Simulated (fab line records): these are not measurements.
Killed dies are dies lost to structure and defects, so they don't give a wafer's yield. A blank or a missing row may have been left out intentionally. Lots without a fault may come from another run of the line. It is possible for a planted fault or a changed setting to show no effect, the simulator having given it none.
A lot that was struck, set against a sound lot + flow sky130 + 15 steps out of a route of 708
Sound: these wafers, L519.4, L519.5, L519.6. Struck: wafers L521.1, L521.3, L521.5. At the end, the cause is stated.
Per side, at each step with rows, come the tool, then ch with its chambers, and then its first start. Under that, the readings that differ: sound wafers + struck wafers + difference of the means + sigmas: that difference in standard deviations of wafers without a fault.
alike: words and numbers the same on both sides, and readings whose means are apart by under 2 such deviations; not compared: readings that were withheld, readings missing a value for some wafer, numbers with overlapping values and no deviation given by the record, and bounds like >300 which may hide the same value.
A row with sigmas, a row that says differs or no value, or rows on one side alone: a step with any of these is where the two part. Non-overlapping numbers with no deviation appear without sigmas and do not part them. A reading that every wafer of one side lacks parts them only if that side has two wafers or more.

first, 3 steps without rows for these wafers: SKY_SONOS_TUNNEL_EXPOSE_04 (exposes mask TUNM, target cd 410 nm); SKY_SONOS_TUNNEL_PEB_05; SKY_SONOS_TUNNEL_DEVELOP_06 (develop time 60 s).
SKY_SONOS_TUNNEL_CD_MEAS_07: the cd target is 410 nm.
  sound: cdSem-01 at day 11 12:30; struck: cdSem-02 at day 12 10:50
  alike: cdNm
SKY_SONOS_TUNNEL_OVL_MEAS_08:
  sound: overlay-02 at day 11 12:35; struck: overlay-01 at day 12 10:57
  alike: SONOS_TUNNEL_OVL
then, 3 steps without rows for these wafers: SKY_SONOS_TUNNEL_IMPLANT_09; SKY_SONOS_TUNNEL_WET_ETCH_10 (etches SiO2 in dHF, target depth 14 nm, time 280 s); SKY_SONOS_TUNNEL_STRIP_11 (strips in SPM, time 600 s).
SKY_SONOS_TUNNEL_TW_MEAS_12:
  sound: filmMetro-01 at day 11 13:02; struck: filmMetro-01 at day 12 11:23
  alike: SONOS_TUNNEL_TW
then, 2 steps without rows for these wafers: SKY_SONOS_TUNNEL_CLEAN_13 (cleans in dHF, time 20 s); SKY_SONOS_ONO_OXIDATION_00 (stabilise 600 s, purge 300 s, target thk 2.6 nm).
SKY_SONOS_ONO_THK_MEAS_01:
  sound: filmMetro-04 at day 11 16:05; struck: filmMetro-04 at day 12 13:07
  alike: SONOS_ONO_OXIDATION_THK
SKY_SONOS_ONO_CVD_02: deposits Si3N4 from DCS/NH3, target thk 10.5 nm, time 180 s.
  sound on lpcvd-02 ch 1, day 11 17:23; struck on lpcvd-02 ch 0, day 12 15:50
| reading                                    | sound             | struck            | difference | sigmas      |
|--------------------------------------------|-------------------|-------------------|------------|-------------|
| pressureMtorr (mTorr)                      | 250.4 250.2 250.0 | 199.8 199.4 199.8 | -50.5      | -99 or more |
| zonePowerUpperPct (%)                      | 11.5 11.4 11.5    | 13.8 13.7 13.7    | +2.3       | +2          |
| model.Si3N4_of_SONOS_ONO_CVD_02.thkNm (nm) | 10.66 10.63 10.58 | 10.02 9.851 9.969 | -0.68      |             |
SKY_SONOS_ONO_THK_MEAS_03:
  sound: filmMetro-01 at day 11 18:28; struck: filmMetro-04 at day 12 17:07
| reading                   | sound             | struck          | difference | sigmas |
|---------------------------|-------------------|-----------------|------------|--------|
| SONOS_ONO_CVD_02_THK (nm) | 10.62 10.64 10.52 | 10.03 9.86 9.94 | -0.65      | -4     |
  not compared: hold
-- a jump in the record: the struck wafers' starts before and after are 34 days apart (it breaks off in module SONOS_ONO and resumes in module PAD_OPEN, where the first step shown is number 708 of the route) --
SKY_PAD_OPEN_PROBE_99:
  sound: prober-01 at day 45 23:17; struck: prober-01 at day 46 18:08
| reading                             | sound                | struck               | difference | sigmas |
|-------------------------------------|----------------------|----------------------|------------|--------|
| model.etest.capOno.gateLog10ACm2    | -8.037 -7.907 -7.803 | -7.695 -7.555 -7.637 | +0.287     |        |
| model.etest.capOno.toxAccNm (nm)    | 13 12.85 12.77       | 12.69 12.65 12.68    | -0.20      |        |
| model.etest.sonosProgrammed.vtV (V) | 1.424 1.495 1.515    | 1.565 1.629 1.54     | +0.100     |        |
| model.etest.sonosErased.vtV (V)     | -2.256 -2.28 -2.3    | -2.356 -2.398 -2.335 | -0.084     |        |
| model.etest.sonosBaked.vtV (V)      | 0.9292 0.968 0.9789  | 0.9994 1.016 1.032   | +0.0571    |        |
  alike: killed_at_M0_to_M3, killed_at_M4_up, killedAtContacts, killedAtFrontEnd, killedAtOther, killedDies, killedOpen, killedShort
  not compared: model.etest.sonosBaked.vtLessV

WHERE THEY PART
Earliest at SKY_SONOS_ONO_CVD_02; latest, in this record, at SKY_SONOS_ONO_THK_MEAS_03. Later steps at which nothing parts them and some readings are alike: SKY_PAD_OPEN_PROBE_99.

WHY: the cause the simulator had injected
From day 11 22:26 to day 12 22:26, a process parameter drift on lpcvd-02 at SKY_SONOS_ONO_CVD_02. Setting pressureMtorr shifted by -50 from 250. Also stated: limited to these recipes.
